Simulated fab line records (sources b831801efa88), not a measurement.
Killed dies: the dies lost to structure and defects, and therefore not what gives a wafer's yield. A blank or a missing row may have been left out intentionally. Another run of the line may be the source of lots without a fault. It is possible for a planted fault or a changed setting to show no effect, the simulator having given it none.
One fault seen from 2 desks / flow sky130 / each desk holds nothing but its own numbers, with what lay behind them at the end

## FROM THE METROLOGY DESK
Means of the sampled wafers that have a number, per lot and without regard to the tool the lot ran on: this is what the gauges read. If a lot's mean is further than 4 standard deviations from the usual mean, the lot is out of limits and carries the mark OUT (the distance appears in the brackets).
Columns: A = PWDE_OVL at SKY_PWDE_OVL_MEAS_07, usual -0.4 nm; B = NWELL_RS at SKY_NWELL_RS_MEAS_29, usual 624.2 ohm/sq
lot=L111; first seen here=day 4 22:21; A=-1.2; B=622.3
lot=L116; first seen here=day 6 01:39; A=1.6; B=623.1
lot=L118; first seen here=day 6 08:57; A=-1.4; B=624.2
lot=L117; first seen here=day 6 09:12; A=1.4; B=626.4
lot=L119; first seen here=day 6 21:11; A=-0.0; B=628.2
lot=L120; first seen here=day 6 21:27; A=1.1; B=624.2
lot=L122; first seen here=day 7 06:58; A=-0.1; B=623.2
lot=L123; first seen here=day 7 19:50; A=-0.7; B=625.1
lot=L124; first seen here=day 7 21:35; A=-1.2; B=624.6
lot=L125; first seen here=day 8 04:57; A=-2.3; B=624.3
lot=L127; first seen here=day 8 12:05; A=-1.9; B=623.1
lot=L128; first seen here=day 8 19:20; A=-0.4; B=621.7
lot=L129; first seen here=day 9 01:30; A=-3.1; B=620.9
lot=L130; first seen here=day 9 06:04; A=-1.4; B=625.3
This desk's verdict: no lot among the 14 shows anything out of limits.

## FOR THE TOOL OWNER'S DESK: lithoTrack-01
The tool's own readings at SKY_VT_ADJUST_HVTP_DEVELOP_06 (develop time 60 s): means of the sampled wafers that have a number, for each lot that ran on this tool. If a lot's mean is further than 4 standard deviations from the usual mean, the lot is out of limits and carries the mark OUT (the distance appears in the brackets).
Columns: A = chillPlateTempC at SKY_VT_ADJUST_HVTP_DEVELOP_06, usual 22.99 C; B = developerTempC at SKY_VT_ADJUST_HVTP_DEVELOP_06, usual 23.00 C
lot=L119; first seen here=day 9 10:08; A=22.90; B=23.05
lot=L120; first seen here=day 9 11:26; A=23.00; B=23.05
lot=L128; first seen here=day 11 14:08; A=22.99; B=22.93
lot=L130; first seen here=day 12 03:23; A=22.88; B=23.06
This desk's verdict: no lot among the 4 shows anything out of limits.

## BROUGHT TOGETHER
Nothing out of limits was seen by the metrology desk.
The desk of the tool owner found nothing out of limits.

## WHAT THE SIMULATOR HAD INSERTED
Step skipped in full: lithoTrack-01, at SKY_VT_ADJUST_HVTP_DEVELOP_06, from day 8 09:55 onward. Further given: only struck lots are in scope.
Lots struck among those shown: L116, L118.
